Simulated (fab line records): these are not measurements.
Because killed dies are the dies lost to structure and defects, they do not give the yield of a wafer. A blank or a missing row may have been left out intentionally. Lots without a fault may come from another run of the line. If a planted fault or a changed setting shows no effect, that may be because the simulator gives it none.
fab line records | flow sky130
record: lots: 7 | wafers: 21 | last-day: 50
route steps=708 shown LDD_HVN@270 LDD_HVP@278 PAD_OPEN@708
lots untouched by any fault: they come from a run of this same line in which no faults occurred
start-h: the number of hours between the record's first day and the start of the first shown wafer of the lot | wait-h: hours elapsed since this lot's preceding step | " the same as in the row above | L1.1+2: a single row standing in for several wafers | - either no value or no given start | * or withheld: withheld | < > ~ a bound
route shown NAME@n: NAME is a module with steps in the file, n the number in the route of the first one | usual: mean/standard deviation taken from wafers without a fault | same: alike in all rows | chamber/n: place in a boat | sites: readings site by site | _std_site: the values' standard deviation | _edge_site: the outer-site mean with the inner-site mean subtracted | radius-mm: how far each site lies from the wafer's centre | mask NAME#n: copy n | behind: the most recent tool/chamber to have shaped the wafer | hold: cause of the lot's hold/its duration in hours/its outcome | device: whichever transistor did not switch (one of n, p or np) | end of line: the route-end tests of the same wafers | step lacking rows: just its recipe | killed: at the first sort, the dies lost to defects and structure; wafer yield is something else | map: per-die view of a wafer (x killed, . not killed, _ where there is no die)
set.NAME: the setting the step ran with; set.NAME@STEP: the setting that earlier step ran with | model.NAME: the simulator's own value behind a step, which no gauge read
lots seen at some steps along the route; tables by step, rows by wafer
services: a tool's chamber out of use, with start hour (start-h, from the record's first day; less than 0 if before it), hours out, and reason
== steps ==
step: SKY_LDD_HVN_SOFTBAKE_03
recipe: temp-c: 90 | time-s: 60 | resist: NOVOLAK
step: SKY_LDD_HVN_EXPOSE_04
recipe: mask-id: HVNTM | na: 0.6 | source-shape: conventional | sigma-outer: 0.6 | polarization: unpolarized | target-cd-nm: 700 | dose-mj: 127
step: SKY_LDD_HVN_PEB_05
recipe: temp-c: withheld | time-s: * | resist: NOVOLAK
step: SKY_LDD_HVN_DEVELOP_06
recipe: resist: NOVOLAK | developer: TMAH | develop-time-s: 60 | dev-temp-c: 23
step: SKY_LDD_HVN_OVL_MEAS_07
usual: LDD_HVN_OVL: 0.2/1.4
lot.wafer | tool       | chamber | start-h | wait-h | LDD_HVN_OVL[nm]
L169.1    | overlay-02 | -       | 455.69  | 0.1    | 0.4
L169.2    | "          | -       | "       | "      | -1.8
L169.5    | "          | -       | "       | "      | 0.1
L173.1    | overlay-02 | -       | 502.92  | 0.1    | 1.1
L173.3    | "          | -       | "       | "      | -0.6
L173.6    | "          | -       | "       | "      | 0.5
L175.1    | overlay-01 | -       | 515.47  | 0.1    | 0.0
L175.5    | "          | -       | "       | "      | 0.2
L175.6    | "          | -       | "       | "      | 2.1
L176.2    | overlay-01 | -       | 540.16  | 0.1    | -0.3
L176.4    | "          | -       | "       | "      | 0.0
L176.5    | "          | -       | "       | "      | -0.7
L178.2    | overlay-02 | -       | 545.46  | 0.1    | -0.1
L178.3    | "          | -       | "       | "      | 1.0
L178.4    | "          | -       | "       | "      | 0.9
L189.1    | overlay-02 | -       | 641.32  | 0.1    | 1.2
L189.2    | "          | -       | "       | "      | 0.4
L189.5    | "          | -       | "       | "      | 0.4
L190.1    | overlay-02 | -       | 647.67  | 0.1    | -2.1
L190.4    | "          | -       | "       | "      | -1.6
L190.6    | "          | -       | "       | "      | 0.4
step: SKY_LDD_HVN_IMPLANT_08
recipe: species: P | energy-kev: 60 | dose-cm2: 3e+13 | tilt-deg: 40
step: SKY_LDD_HVN_STRIP_09
recipe: chemistry: O2/N2 | power-w: 1400 | pressure-mtorr: 1500 | platen-temp-c: withheld | o2-flow-sccm: 3000 | n2-flow-sccm: 300 | overash-fraction: 0.5
usual: drypump-motor-current-A: 5.8/0.45 | o2-flow-sccm: 3000/9.4 | oes-product-au: 0.411/0.0046 | strip-time-to-endpoint-s: 4.186/0.016
same: overash-fraction: 0.5
lot.wafer | tool            | chamber | start-h | wait-h | drypump-motor-current-A | o2-flow-sccm | oes-product-au | rf-hours-counter-h | strip-time-to-endpoint-s
L169.1    | plasma-asher-03 | 1       | 455.87  | 0.1    | 6.4                     | 3001         | 0.410          | 76                 | 4.189
L169.2    | "               | 0       | "       | "      | 5.6                     | 2998         | 0.411          | 76                 | 4.189
L169.5    | "               | 0       | "       | "      | 5.6                     | 2994         | 0.408          | -                  | 4.188
L173.1    | plasma-asher-04 | 1       | 503.11  | 0.1    | 4.9                     | 3007         | 0.408          | 7                  | 4.202
L173.3    | "               | 1       | "       | "      | 4.9                     | 2994         | 0.411          | -                  | 4.187
L173.6    | "               | 1       | "       | "      | 4.9                     | 3006         | 0.410          | -                  | 4.205
L175.1    | plasma-asher-03 | 1       | 515.66  | 0.1    | 6.3                     | 2991         | 0.419          | 81                 | 4.180
L175.5    | "               | 0       | "       | "      | 5.6                     | 3012         | 0.409          | -                  | 4.173
L175.6    | "               | 1       | "       | "      | 6.3                     | 3010         | 0.413          | -                  | 4.155
L176.2    | plasma-asher-03 | 0       | 540.34  | 0.1    | 5.6                     | 2982         | 0.410          | 84                 | 4.200
L176.4    | "               | 0       | "       | "      | 5.6                     | 2994         | 0.416          | -                  | 4.181
L176.5    | "               | 1       | "       | "      | 6.4                     | 3014         | 0.404          | -                  | 4.184
L178.2    | plasma-asher-03 | 0       | 545.64  | 0.1    | 5.6                     | 2995         | 0.409          | 84                 | 4.180
L178.3    | "               | 1       | "       | "      | 6.4                     | 2996         | 0.407          | -                  | 4.162
L178.4    | "               | 0       | "       | "      | 5.5                     | 2992         | 0.411          | -                  | 4.183
L189.1    | plasma-asher-03 | 1       | 641.51  | 0.1    | 6.4                     | 3000         | 0.418          | 94                 | 4.186
L189.2    | "               | 0       | "       | "      | 5.6                     | 3009         | 0.422          | 94                 | 4.192
L189.5    | "               | 1       | "       | "      | 6.4                     | 3000         | 0.418          | -                  | 4.176
L190.1    | plasma-asher-01 | 0       | 647.86  | 0.1    | 6.2                     | 3011         | 0.403          | 80                 | 4.184
L190.4    | "               | 0       | "       | "      | 6.2                     | 3014         | 0.403          | -                  | 4.171
L190.6    | "               | 1       | "       | "      | 5.6                     | 2977         | 0.418          | -                  | 4.183
step: SKY_LDD_HVN_TW_MEAS_10
usual: LDD_HVN_TW: 1437/15
lot.wafer | tool          | chamber | start-h | wait-h | LDD_HVN_TW
L169.1    | film-metro-02 | -       | 455.97  | 0.1    | 1433
L169.2    | "             | -       | "       | "      | 1441
L169.5    | "             | -       | "       | "      | 1439
L173.1    | film-metro-04 | -       | 503.21  | 0.1    | 1458
L173.3    | "             | -       | "       | "      | 1452
L173.6    | "             | -       | "       | "      | 1452
L175.1    | film-metro-02 | -       | 515.76  | 0.1    | 1440
L175.5    | "             | -       | "       | "      | 1426
L175.6    | "             | -       | "       | "      | 1437
L176.2    | film-metro-04 | -       | 540.45  | 0.1    | 1449
L176.4    | "             | -       | "       | "      | 1456
L176.5    | "             | -       | "       | "      | 1458
L178.2    | film-metro-01 | -       | 545.75  | 0.1    | 1422
L178.3    | "             | -       | "       | "      | 1426
L178.4    | "             | -       | "       | "      | 1418
L189.1    | film-metro-02 | -       | 641.61  | 0.1    | 1437
L189.2    | "             | -       | "       | "      | 1438
L189.5    | "             | -       | "       | "      | 1440
L190.1    | film-metro-01 | -       | 647.96  | 0.1    | 1407
L190.4    | "             | -       | "       | "      | 1413
L190.6    | "             | -       | "       | "      | 1425
step: SKY_LDD_HVP_DEHYDRATE_00
recipe: temp-c: 200 | time-s: 60
step: SKY_LDD_HVP_HMDS_01
recipe: prime-time-s: 60 | prime-temp-c: 120
step: SKY_LDD_HVP_COAT_02
recipe: resist: NOVOLAK | spin-rpm: 3000 | resist-thk-nm: 300
step: SKY_LDD_HVP_SOFTBAKE_03
recipe: temp-c: 90 | time-s: 60 | resist: NOVOLAK
step: SKY_LDD_HVP_EXPOSE_04
recipe: mask-id: HVPTM | na: 0.6 | source-shape: conventional | sigma-outer: 0.6 | polarization: unpolarized | target-cd-nm: 700 | dose-mj: 86
usual: stage-vel-mm-s: 500.02/0.27
lot.wafer | tool             | chamber | start-h | wait-h | mask    | stage-vel-mm-s | model.LDD_HVP.overlay-x-nm
L169.1    | iline-stepper-02 | 0       | 470.99  | -      | HVPTM#0 | 500.18         | 0.5949
L169.2    | "                | 0       | "       | "      | HVPTM#0 | 500.22         | 0.5949
L169.5    | "                | 0       | "       | "      | HVPTM#0 | 500.01         | 0.5949
L173.1    | iline-stepper-01 | 0       | 518.71  | -      | HVPTM#0 | 500.19         | -0.00543
L173.3    | "                | 0       | "       | "      | HVPTM#0 | 500.39         | -0.00543
L173.6    | "                | 0       | "       | "      | HVPTM#0 | 500.40         | -0.00543
L175.1    | iline-stepper-01 | 0       | 531.09  | -      | HVPTM#0 | 499.93         | 41.09
L175.5    | "                | 0       | "       | "      | HVPTM#0 | 500.22         | 41.09
L175.6    | "                | 0       | "       | "      | HVPTM#0 | 500.49         | 41.09
L176.2    | iline-stepper-01 | 0       | 554.99  | -      | HVPTM#0 | 499.72         | 41.99
L176.4    | "                | 0       | "       | "      | HVPTM#0 | 500.19         | 41.99
L176.5    | "                | 0       | "       | "      | HVPTM#0 | 499.66         | 41.99
L178.2    | iline-stepper-01 | 0       | 560.68  | -      | HVPTM#0 | 500.19         | 41.01
L178.3    | "                | 0       | "       | "      | HVPTM#0 | 499.80         | 41.01
L178.4    | "                | 0       | "       | "      | HVPTM#0 | 500.22         | 41.01
L189.1    | iline-stepper-02 | 0       | 656.74  | -      | HVPTM#0 | 500.13         | -0.8288
L189.2    | "                | 0       | "       | "      | HVPTM#0 | 500.23         | -0.8288
L189.5    | "                | 0       | "       | "      | HVPTM#0 | 500.02         | -0.8288
L190.1    | iline-stepper-02 | 0       | 662.22  | -      | HVPTM#0 | 500.24         | -0.7483
L190.4    | "                | 0       | "       | "      | HVPTM#0 | 500.00         | -0.7483
L190.6    | "                | 0       | "       | "      | HVPTM#0 | 500.18         | -0.7483
step: SKY_LDD_HVP_PEB_05
recipe: temp-c: withheld | time-s: * | resist: NOVOLAK
step: SKY_LDD_HVP_DEVELOP_06
recipe: resist: NOVOLAK | developer: TMAH | develop-time-s: 60 | dev-temp-c: 23
step: SKY_LDD_HVP_OVL_MEAS_07
usual: LDD_HVP_OVL: 0.0/1.3
lot.wafer | tool       | chamber | start-h | wait-h | LDD_HVP_OVL[nm]
L169.1    | overlay-02 | -       | 486.12  | 0.1    | 0.2
L169.2    | "          | -       | "       | "      | 0.3
L169.5    | "          | -       | "       | "      | 2.6
L173.1    | overlay-01 | -       | 533.69  | 0.1    | 0.1
L173.3    | "          | -       | "       | "      | 1.9
L173.6    | "          | -       | "       | "      | 2.7
L175.1    | overlay-01 | -       | 545.82  | 0.1    | 41.9
L175.5    | "          | -       | "       | "      | 40.8
L175.6    | "          | -       | "       | "      | 43.6
L176.2    | overlay-02 | -       | 568.79  | 0.1    | 39.7
L176.4    | "          | -       | "       | "      | 41.8
L176.5    | "          | -       | "       | "      | 42.5
L178.2    | overlay-01 | -       | 573.73  | 0.1    | 40.9
L178.3    | "          | -       | "       | "      | 40.9
L178.4    | "          | -       | "       | "      | 42.3
L189.1    | overlay-01 | -       | 669.49  | 0.1    | 0.3
L189.2    | "          | -       | "       | "      | -2.4
L189.5    | "          | -       | "       | "      | -1.2
L190.1    | overlay-02 | -       | 675.59  | 0.1    | -1.0
L190.4    | "          | -       | "       | "      | -1.4
L190.6    | "          | -       | "       | "      | -2.7
step: SKY_LDD_HVP_IMPLANT_08
recipe: species: B | energy-kev: 20.27 | dose-cm2: 1.7e+13 | tilt-deg: 17.9
step: SKY_PAD_OPEN_PROBE_99
usual: killed_at_M0_to_M3: 45/7.9 | killed_at_M4_up: 2.9/1.8 | killed-at-contacts: 25/5.5 | killed-at-front-end: 16/4.4 | killed-at-other: 0.3/0.58 | killed-dies: 89/9.4 | killed-open: 49/6.8 | killed-short: 40/6.3
same: gross-dies: 492 | killed-at-back-side: 0
lot.wafer | tool      | chamber | start-h | wait-h | killed_at_M0_to_M3 | killed_at_M4_up | killed-at-contacts | killed-at-front-end | killed-at-other | killed-dies | killed-open | killed-short
L169.1    | prober-02 | -       | 1067.05 | 0.1    | 58                 | 3               | 17                 | 17                  | 1               | 96          | 50          | 44
L169.2    | prober-02 | -       | 1067.10 | 0.1    | 63                 | 1               | 24                 | 15                  | 2               | 105         | 54          | 50
L169.5    | prober-02 | -       | 1067.25 | 0.2    | 59                 | 1               | 23                 | 12                  | 0               | 95          | 59          | 35
L173.1    | prober-02 | -       | 1099.96 | 0.1    | 40                 | 2               | 17                 | 26                  | 0               | 85          | 44          | 41
L173.3    | prober-02 | -       | 1100.06 | 0.2    | 57                 | 4               | 31                 | 14                  | 2               | 108         | 58          | 48
L173.6    | prober-02 | -       | 1100.21 | 0.2    | 58                 | 4               | 18                 | 13                  | 0               | 93          | 42          | 51
L175.1    | prober-01 | -       | 1111.23 | 0.1    | 51                 | 5               | 27                 | 13                  | 0               | 96          | 57          | 39
L175.5    | prober-01 | -       | 1111.43 | 0.2    | 39                 | 2               | 21                 | 9                   | 0               | 71          | 40          | 31
L175.6    | prober-01 | -       | 1111.48 | 0.2    | 36                 | 3               | 25                 | 10                  | 0               | 74          | 37          | 37
L176.2    | prober-02 | -       | 1123.20 | 0.1    | 60                 | 4               | 22                 | 14                  | 0               | 100         | 54          | 46
L176.4    | prober-02 | -       | 1123.30 | 0.2    | 44                 | 5               | 25                 | 19                  | 1               | 94          | 51          | 43
L176.5    | prober-02 | -       | 1123.35 | 0.2    | 43                 | 3               | 25                 | 16                  | 0               | 87          | 47          | 40
L178.2    | prober-02 | -       | 1128.49 | 0.1    | 33                 | 5               | 25                 | 13                  | 1               | 77          | 39          | 38
L178.3    | prober-02 | -       | 1128.54 | 0.2    | 66                 | 5               | 24                 | 12                  | 0               | 107         | 49          | 58
L178.4    | prober-02 | -       | 1128.59 | 0.2    | 46                 | 3               | 25                 | 13                  | 0               | 87          | 48          | 39
L189.1    | prober-01 | -       | 1186.24 | 0.1    | 43                 | 0               | 22                 | 22                  | 0               | 87          | 48          | 38
L189.2    | prober-01 | -       | 1186.29 | 0.1    | 60                 | 6               | 19                 | 13                  | 0               | 98          | 60          | 37
L189.5    | prober-01 | -       | 1186.44 | 0.2    | 55                 | 3               | 19                 | 19                  | 1               | 97          | 51          | 46
L190.1    | prober-01 | -       | 1188.67 | 0.1    | 51                 | 4               | 27                 | 8                   | 0               | 90          | 47          | 43
L190.4    | prober-01 | -       | 1188.82 | 0.2    | 54                 | 5               | 26                 | 17                  | 0               | 102         | 56          | 46
L190.6    | prober-01 | -       | 1188.92 | 0.2    | 53                 | 3               | 29                 | 20                  | 0               | 105         | 57          | 48
killed by level:class
L169.1 VIA1:geometric-particle:open=14 VIA3:geometric-particle:open=12 METAL2:geometric-particle:short=8 CONTACT:geometric-particle:open=6 VIA1:geometric-particle:short=6 METAL3:geometric-particle:short=5 LI_CONTACT:geometric-particle:open=4 CONTACT:geometric-particle:short=4
L169.2 VIA1:geometric-particle:open=18 VIA2:geometric-particle:open=10 VIA1:geometric-particle:short=9 CONTACT:geometric-particle:open=7 METAL1:geometric-particle:short=6 METAL2:geometric-particle:short=5 LI_CONTACT:geometric-particle:open=5 LOCAL_INTERCONNECT:geometric-particle:short=5
L169.5 VIA1:geometric-particle:open=13 VIA2:geometric-particle:open=11 METAL2:geometric-particle:short=10 LI_CONTACT:geometric-particle:open=7 CONTACT:geometric-particle:open=6 LOCAL_INTERCONNECT:geometric-particle:short=5 METAL1:geometric-particle:short=5 METAL2:geometric-particle:open=5
L173.1 VIA2:geometric-particle:open=10 POLY_GATE:geometric-particle:short=6 POLY_GATE:geometric-particle:open=6 CONTACT:geometric-particle:open=6 METAL1:geometric-particle:short=6 VIA3:geometric-particle:open=5 METAL2:geometric-particle:short=5 SPACER:geometric-particle:open=4
L173.3 VIA1:geometric-particle:open=16 CONTACT:geometric-particle:open=13 METAL2:geometric-particle:short=8 LI_CONTACT:geometric-particle:open=7 LOCAL_INTERCONNECT:geometric-particle:short=6 VIA2:geometric-particle:open=6 VIA3:geometric-particle:open=6 VIA1:geometric-particle:short=6
L173.6 VIA1:geometric-particle:open=12 VIA2:geometric-particle:open=10 METAL2:geometric-particle:short=8 LOCAL_INTERCONNECT:geometric-particle:short=7 CONTACT:geometric-particle:open=6 VIA1:geometric-particle:short=6 METAL1:geometric-particle:short=5 VIA2:geometric-particle:short=5
L175.1 VIA1:geometric-particle:open=12 CONTACT:geometric-particle:open=10 VIA3:geometric-particle:open=8 POLY_GATE:geometric-particle:short=7 LI_CONTACT:geometric-particle:open=7 VIA2:geometric-particle:open=7 CONTACT:geometric-particle:short=6 METAL1:geometric-particle:short=5
L175.5 VIA1:geometric-particle:open=10 CONTACT:geometric-particle:open=8 METAL2:geometric-particle:short=7 LI_CONTACT:geometric-particle:open=6 VIA3:geometric-particle:open=5 CONTACT:geometric-particle:short=4 METAL1:geometric-particle:short=4 LI_CONTACT:geometric-particle:short=3
L175.6 CONTACT:geometric-particle:open=9 METAL1:geometric-particle:short=7 VIA1:geometric-particle:open=7 LI_CONTACT:geometric-particle:open=6 CONTACT:geometric-particle:short=6 METAL2:geometric-particle:short=5 POLY_GATE:geometric-particle:open=4 VIA2:geometric-particle:open=4
L176.2 VIA1:geometric-particle:open=14 VIA2:geometric-particle:open=10 CONTACT:geometric-particle:open=9 METAL2:geometric-particle:short=9 VIA1:geometric-particle:short=8 CONTACT:geometric-particle:short=7 VIA3:geometric-particle:open=6 POLY_GATE:geometric-particle:open=5
L176.4 VIA1:geometric-particle:open=10 CONTACT:geometric-particle:open=8 VIA3:geometric-particle:open=8 LI_CONTACT:geometric-particle:open=6 VIA2:geometric-particle:open=6 VIA1:geometric-particle:short=5 FIELD_ISO:geometric-particle:short=4 LOCAL_INTERCONNECT:geometric-particle:short=4
L176.5 VIA1:geometric-particle:open=14 CONTACT:geometric-particle:open=11 CONTACT:geometric-particle:short=7 METAL2:geometric-particle:short=5 METAL1:geometric-particle:short=5 POLY_GATE:geometric-particle:short=4 LI_CONTACT:geometric-particle:open=4 POLY_GATE:geometric-particle:open=3
L178.2 CONTACT:geometric-particle:open=10 FIELD_ISO:geometric-particle:open=5 LI_CONTACT:geometric-particle:open=5 CONTACT:geometric-particle:short=5 METAL1:geometric-particle:short=5 VIA1:geometric-particle:short=5 FIELD_ISO:geometric-particle:short=4 LOCAL_INTERCONNECT:geometric-particle:short=4
L178.3 VIA1:geometric-particle:open=13 METAL1:geometric-particle:short=11 METAL2:geometric-particle:short=9 VIA3:geometric-particle:open=9 CONTACT:geometric-particle:short=8 LI_CONTACT:geometric-particle:open=7 CONTACT:geometric-particle:open=6 VIA1:geometric-particle:short=6
L178.4 CONTACT:geometric-particle:open=10 LI_CONTACT:geometric-particle:open=7 CONTACT:geometric-particle:short=7 VIA1:geometric-particle:open=7 VIA3:geometric-particle:open=7 METAL1:geometric-particle:short=5 VIA2:geometric-particle:open=5 FIELD_ISO:geometric-particle:short=4
L189.1 VIA2:geometric-particle:open=10 VIA1:geometric-particle:open=9 CONTACT:geometric-particle:open=9 FIELD_ISO:geometric-particle:open=7 POLY_GATE:geometric-particle:short=7 METAL1:geometric-particle:short=6 LOCAL_INTERCONNECT:geometric-particle:short=5 VIA2:geometric-particle:short=5
L189.2 VIA1:geometric-particle:open=15 VIA2:geometric-particle:open=12 VIA3:geometric-particle:open=9 CONTACT:geometric-particle:open=7 LI_CONTACT:geometric-particle:open=6 METAL2:geometric-particle:short=6 FIELD_ISO:geometric-particle:short=4 VIA1:geometric-particle:short=4
L189.5 VIA2:geometric-particle:open=12 VIA1:geometric-particle:open=10 FIELD_ISO:geometric-particle:open=6 CONTACT:geometric-particle:open=6 METAL2:geometric-particle:short=5 POLY_GATE:geometric-particle:short=5 METAL1:geometric-particle:short=5 METAL1:geometric-particle:open=5
L190.1 CONTACT:geometric-particle:open=11 METAL2:geometric-particle:short=10 VIA1:geometric-particle:open=8 LOCAL_INTERCONNECT:geometric-particle:short=6 VIA2:geometric-particle:short=5 LI_CONTACT:geometric-particle:open=5 CONTACT:geometric-particle:short=5 METAL1:geometric-particle:short=5
L190.4 CONTACT:geometric-particle:open=14 VIA1:geometric-particle:open=13 METAL2:geometric-particle:short=10 LI_CONTACT:geometric-particle:open=8 POLY_GATE:geometric-particle:short=5 METAL1:geometric-particle:short=5 VIA2:geometric-particle:open=5 VIA3:geometric-particle:open=5
L190.6 VIA1:geometric-particle:open=16 LI_CONTACT:geometric-particle:open=9 METAL1:geometric-particle:short=9 CONTACT:geometric-particle:open=9 METAL2:geometric-particle:short=7 POLY_GATE:geometric-particle:short=6 VIA2:geometric-particle:open=6 LOCAL_INTERCONNECT:geometric-particle:short=5
== services ==
tool             | chamber | start-h | hours | kind
iline-stepper-02 | -       | 446.39  | 1.7   | pm
iline-stepper-01 | 0       | 469.22  | -     | calibration
plasma-asher-03  | -       | 492.14  | 4.3   | pm
plasma-asher-03  | -       | 497.83  | 2.8   | pm
iline-stepper-01 | -       | 500.47  | 1.7   | pm
iline-stepper-01 | -       | 567.09  | 4.4   | repair
plasma-asher-01  | -       | 603.20  | 24.1  | repair
plasma-asher-03  | -       | 606.38  | 2.1   | repair
plasma-asher-04  | -       | 608.98  | 0.3   | repair
iline-stepper-01 | -       | 656.16  | 0.5   | repair
iline-stepper-02 | 0       | 661.10  | -     | calibration
== key ==
first-sign: step: SKY_LDD_HVP_OVL_MEAS_07 | reading: LDD_HVP_OVL | direction: up | sigmas: 31 | usual: 0.0 | struck: 41.6
effect none on later readings
model-effect: step: SKY_LDD_HVP_EXPOSE_04 | value: LDD_HVP.overlay-x-nm | without: 0.8677 | struck: 41.37
met-at SKY_LDD_HVP_EXPOSE_04
struck-wafers L175.1,L175.5,L175.6,L176.2,L176.4,L176.5,L178.2,L178.3,L178.4
tester-left-out L175,L176,L178
onset-between 518.71 531.09
fault: kind: scanner-matching-overlay | tool: iline-stepper-01 | chamber: - | onset-h: 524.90 | steps: SKY_LDD_HVP_EXPOSE_04 | offset: 40.498
tester-left-out: of these lots the tester's yield and bins aren't shown, on N5 and GAA mostly nor the transistor test; their killed dies are dies lost to structure and defects alone, not to doping, threshold or leakage, so they don't give the yield
